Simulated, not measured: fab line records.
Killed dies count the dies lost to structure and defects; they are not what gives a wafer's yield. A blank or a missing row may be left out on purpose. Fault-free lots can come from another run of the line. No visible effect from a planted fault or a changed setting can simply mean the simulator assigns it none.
A lot that was struck, set against a sound lot ; flow sky130 ; 16 out of 708 route steps
Sound: these wafers, L334.2, L334.4, L334.5. Struck: wafers L336.3, L336.5, L336.6. The cause is given at the end.
Each step with rows lists, per side, the tool, then ch with its chambers, then its first start. Under that, the readings that differ: sound wafers ; struck wafers ; difference of the means ; sigmas: that difference in standard deviations of wafers without a fault.
alike: words and numbers the same on both sides, and readings whose means are apart by under 2 such deviations; not compared: readings that were withheld, readings missing a value for some wafer, numbers with overlapping values and no deviation given by the record, and bounds like >300 which may hide the same value.
A row with sigmas, a row that says differs or no value, or rows on one side alone: a step with any of these is where the two part. When numbers do not overlap yet have no deviation, they are printed without sigmas and do not part them. A reading missing from all wafers of one side parts the sides only when that side holds two or more wafers.

first, 7 steps without rows for these wafers: SKY_METAL3_HMDS_06 (prime time 60 s); SKY_METAL3_COAT_07 (resist thk 60 nm); SKY_METAL3_COAT_08 (resist thk 1140 nm); SKY_METAL3_SOFTBAKE_09 (time 90 s); SKY_METAL3_EXPOSE_10 (exposes mask MM3, target cd 300 nm); SKY_METAL3_PEB_11; SKY_METAL3_DEVELOP_12 (develop time 60 s).
SKY_METAL3_CD_MEAS_13: the cd target is 300 nm.
  struck on cd-sem-02, day 40 23:16; sound on cd-sem-01, day 40 03:01
  alike: cd-nm
SKY_METAL3_OVL_MEAS_14:
  struck on overlay-01, day 40 23:22; sound on overlay-01, day 40 03:07
reading;sound;struck;difference;sigmas
METAL3_OVL (nm);0 -1 0;6 12 10;+10;+2
SKY_METAL3_DESCUM_15: chemistry O2, time 8 s.
  sound on rie-metal-02 ch 1, day 40 03:10; struck on rie-metal-01 ch 0,1, day 40 23:23
  alike: drypump-motor-current-A, oes-product-au
  not compared: rf-hours-counter-h
SKY_METAL3_ETCH_16: etches BARC in N2/H2, stops on SiO2, time 88.2 s, target depth 60 nm.
  sound on rie-metal-02 ch 1, day 40 03:14; struck on rie-metal-01 ch 0,1, day 40 23:26
  alike: drypump-motor-current-A, oes-product-au, throttle-valve-pct
  not compared: rf-hours-counter-h
SKY_METAL3_ETCH_17: etches SiO2 in C4F8/O2/Ar, stops on TiN, time 3.9 s, target depth 15 nm.
  sound on rie-diel-01 ch 1,3, day 40 03:25; struck on rie-diel-01 ch 0,1, day 40 23:31
  alike: oes-product-au
  not compared: rf-hours-counter-h
SKY_METAL3_METAL_ETCH_18: etches the open film in Cl2/BCl3, stops on SiO2, target depth 845 nm, time 183.1 s.
  sound on rie-metal-03 ch 0,1, day 40 03:26; struck on rie-metal-03 ch 0,1, day 40 23:35
reading;sound;struck;difference;sigmas
model.KrF-thick_of_METAL3_COAT_08.thk-nm (nm);524.1 530.7 524.5;613.2 609.1 618.7;+87.2;
model.METAL3.cd-nm (nm);297 305.5 292.9;310.5 311.7 314.3;+13.7;
model.SiO2_of_VIA2_HDPCVD_00.thk-nm (nm);465.4 464.7 464;468.9 469.4 469.2;+4.5;
  alike: drypump-motor-current-A, oes-product-au, throttle-valve-pct
  not compared: rf-hours-counter-h
SKY_METAL3_STRIP_19: strips in O2/N2.
  sound on plasma-asher-01 ch 0,1, day 40 03:36; struck on plasma-asher-03 ch 0,1, day 40 23:44
reading;sound;struck;difference;sigmas
oes-product-au (a.u.);0.502 0.511 0.497;0.543 0.527 0.540;+0.033;+5
strip-time-to-endpoint-s (s);6.49 6.58 6.50;7.40 7.35 7.44;+0.87;+9
  alike: drypump-motor-current-A
  not compared: rf-hours-counter-h
then, 1 step without rows for these wafers: SKY_METAL3_STRIP_20 (strips in post etch residue remover, time 1200 s).
-- the record jumps here: 7 days lie between the struck wafers' starts before and after (it left off in module METAL3 and takes up again in module PAD_OPEN, whose first step shown is number 708 of the route) --
SKY_PAD_OPEN_PROBE_99:
  struck on prober-01, day 48 00:12; sound on prober-01, day 47 05:10
reading;sound;struck;difference;sigmas
model.etest.met3.width-nm (nm);295.5 305.9 293;310.1 309.9 314.1;+13.2;
model.etest.met3-comb.leak-log10-a-um;-12.13 -12.19 -12.18;-11.93 -11.89 -11.49;+0.40;
model.etest.met3.line-ohm-um;0.1427 0.1371 0.1404;0.136 0.1337 0.1336;-0.006;
  alike: defect-limited-yield, killed_at_M0_to_M3, killed_at_M4_up, killed-at-contacts, killed-at-front-end, killed-at-other, killed-dies, killed-open, killed-short, sort_bin_3_pad_short, sort_bin_5_function, sort_bin_6_memory, sort-n-pass, sort-yield-pct

== WHERE THEY PART ==
Last at SKY_METAL3_STRIP_19 as far as this record goes, first at SKY_METAL3_OVL_MEAS_14. Later steps at which nothing parts them and some readings are alike: SKY_PAD_OPEN_PROBE_99.

WHY: what the simulator had put in
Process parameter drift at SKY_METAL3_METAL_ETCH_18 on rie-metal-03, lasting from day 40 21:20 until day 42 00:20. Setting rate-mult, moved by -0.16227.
